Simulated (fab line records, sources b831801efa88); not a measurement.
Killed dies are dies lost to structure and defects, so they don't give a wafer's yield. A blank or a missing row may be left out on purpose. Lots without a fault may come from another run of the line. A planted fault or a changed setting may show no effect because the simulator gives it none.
A struck lot beside a sound one | flow sky130 | 15 steps out of a route of 708
Sound: wafers L744.1, L744.3, L744.5. Struck: wafers L746.1, L746.5, L746.6. The cause comes at the end.
At each step with rows: each side's tool, then ch and its chambers, then its first start. Under that, the readings that differ: sound wafers | struck wafers | difference of the means | sigmas: that difference in standard deviations of wafers without a fault.
alike: readings whose means differ by less than 2 such deviations, and words and numbers that are the same on both sides. not compared: withheld readings, readings that some wafer has no value for, bounds like >300 that may hide the same value, and numbers for which the record gives no deviation and whose values overlap.
The two part at a step that has a row with sigmas, a row that says differs or no value, or rows on one side only. Numbers that don't overlap but have no deviation are shown without sigmas and don't part them. A reading that every wafer of one side lacks parts them only if that side has two wafers or more.

first, 4 steps without rows for these wafers: SKY_RES_XHIGH_EXPOSE_04 (exposes mask URPM, target cd 1270 nm); SKY_RES_XHIGH_PEB_05; SKY_RES_XHIGH_DEVELOP_06 (develop time 60 s); SKY_RES_XHIGH_IMPLANT_07.
SKY_RES_XHIGH_STRIP_08: strips in O2/N2.
  sound on plasma_asher-01 ch 0, day 29 15:03; struck on plasma_asher-02 ch 0,1, day 30 13:39
  alike: drypump_motor_current_A, oes_product_au, strip_time_to_endpoint_s
  not compared: rf_hours_counter_h
SKY_RES_XHIGH_TW_MEAS_09:
  sound on film_metro-01, day 29 15:09; struck on film_metro-01, day 30 13:45
  alike: RES_XHIGH_TW
then, 6 steps without rows for these wafers: SKY_SD_N_DEHYDRATE_00 (time 60 s); SKY_SD_N_HMDS_01 (prime time 60 s); SKY_SD_N_COAT_02 (resist thk 1140 nm); SKY_SD_N_SOFTBAKE_03 (time 60 s); SKY_SD_N_EXPOSE_04 (exposes mask NSDM, target cd 380 nm); SKY_SD_N_PEB_05.
SKY_SD_N_DEVELOP_06: develop time 60 s.
  sound on litho_track-01 ch 0, day 30 18:21; struck on litho_track-01 ch 0, day 31 17:18
  reading              | sound             | struck            | difference | sigmas
  developer_temp_C (C) | 22.90 22.89 23.02 | 21.97 22.08 22.09 | -0.89      | -8
SKY_SD_N_CD_MEAS_07: target cd 380 nm.
  sound on cd_sem-01, day 30 18:30; struck on cd_sem-01, day 31 17:27
  alike: cd_nm
SKY_PAD_OPEN_PROBE_99:
  the record has rows for the sound wafers here (prober-01, day 47 20:10) and none for the struck ones

WHERE THEY PART
First at SKY_SD_N_DEVELOP_06; last, within this record, at SKY_PAD_OPEN_PROBE_99.

WHY: what the simulator had put in
Process parameter drift: litho_track-01, from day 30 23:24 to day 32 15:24, at SKY_SD_N_DEVELOP_06. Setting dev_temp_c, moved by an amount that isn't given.
